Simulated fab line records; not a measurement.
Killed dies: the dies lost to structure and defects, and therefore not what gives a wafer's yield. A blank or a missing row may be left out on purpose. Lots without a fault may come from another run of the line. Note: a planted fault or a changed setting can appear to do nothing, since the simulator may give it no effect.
8D (eight disciplines) problem report, filled in by code + flow gf180mcu + the parts of the form that need people (team, actions taken, sign-off) are left out

== 1. WHAT WENT WRONG ==
Mean of chamberPressurePa at GF_MIM_SPUTTER_04: 0.3072 Pa across 6 wafers in 2 lots; on wafers with no fault it is 0.4000 Pa (standard deviation 0.00084). So: -99 or more standard deviations from the usual mean.
The step: material TiN, target thk 50 nm, time 41.7 s.
Earliest sighting: wafer L883.4 on pvdSputter-02 at day 27 04:40. The record has a number at this step for 18 wafers belonging to 6 lots. Rule for "out", or "out of limits": more than 4 standard deviations from the usual mean. Any other wafer with a number is counted as sound.

== 2. WHAT IT IS AND WHAT IT IS NOT ==
| question                    | is                     | is not                                                                   |
|-----------------------------|------------------------|--------------------------------------------------------------------------|
| which readings at this step | chamberPressurePa      | -                                                                        |
| which lots                  | L883, L884             | L879, L881, L895, L898                                                   |
| which wafers of those lots  | all that have a number | -                                                                        |
| read on which tools         | pvdSputter-02          | pvdSputter-03                                                            |
| when                        | from day 27 04:40      | up to then (6 sound wafers); but 6 sound wafers of L895, L898 came after |

== 3. WHAT RULES OUT EACH SUSPECT ==
Counting: a tool stays on the suspect list if, at a process step up to the reading, it processed all lots that are out and no sound lot following the first of them.
- pvdSputter-02 at GF_MIM_SPUTTER_03 (material Ti, target thk 10 nm, time 6.7 s): ruled out as a lasting fault. After its first lot that is out, L883 (day 27 04:39), sound lots L895, L898 ran on it.
- pvdSputter-02 at GF_MIM_SPUTTER_04 (material TiN, target thk 50 nm, time 41.7 s): ruled out as a lasting fault. After its first lot that is out, L883 (day 27 04:40), sound lots L895, L898 ran on it.
Left after counting: nothing in the record.

== 4. THE CAUSE (what the simulator had put in) ==
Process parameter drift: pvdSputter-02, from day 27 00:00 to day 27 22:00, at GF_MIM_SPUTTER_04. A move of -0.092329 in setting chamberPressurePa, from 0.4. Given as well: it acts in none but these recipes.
Counting ruled it out, wrongly.

== 5. THE CHAIN OF EFFECTS, in route order ==
Each row: a reading whose mean over the struck wafers that have a number lies more than 3 standard deviations from the usual. Only readings whose record carries a usual standard deviation are examined. hours: median over the lots of the time between each lot's start at the first step of this table that gives one and its start at this step. sigmas: the change, counted in usual standard deviations.
| hours | step              | reading           | usual     | on struck wafers | change  | sigmas      |
|-------|-------------------|-------------------|-----------|------------------|---------|-------------|
| 0     | GF_MIM_SPUTTER_04 | chamberPressurePa | 0.4000 Pa | 0.3072           | -0.0928 | -99 or more |
| 0     | GF_MIM_SPUTTER_04 | throttleValvePct  | 30.1 %    | 33.3             | +3.2    | +3.7        |
Here are the process steps it includes:
- GF_MIM_SPUTTER_04: material TiN, target thk 50 nm, time 41.7 s.
At these later measuring or inspecting steps, every struck wafer for which the step has a row has a number for every such reading, and none has moved that far: GF_MIM_THK_MEAS_06, GF_MIM_RS_MEAS_10, GF_MIM_THK_MEAS_11, GF_M5_CD_MEAS_07, GF_M5_OVL_MEAS_08.

== 6. HOW IT WOULD HAVE BEEN CAUGHT EARLIER ==
5 hours passed between the start of the fault at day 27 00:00 and the first reading out of limits in this record, taken at day 27 04:40.
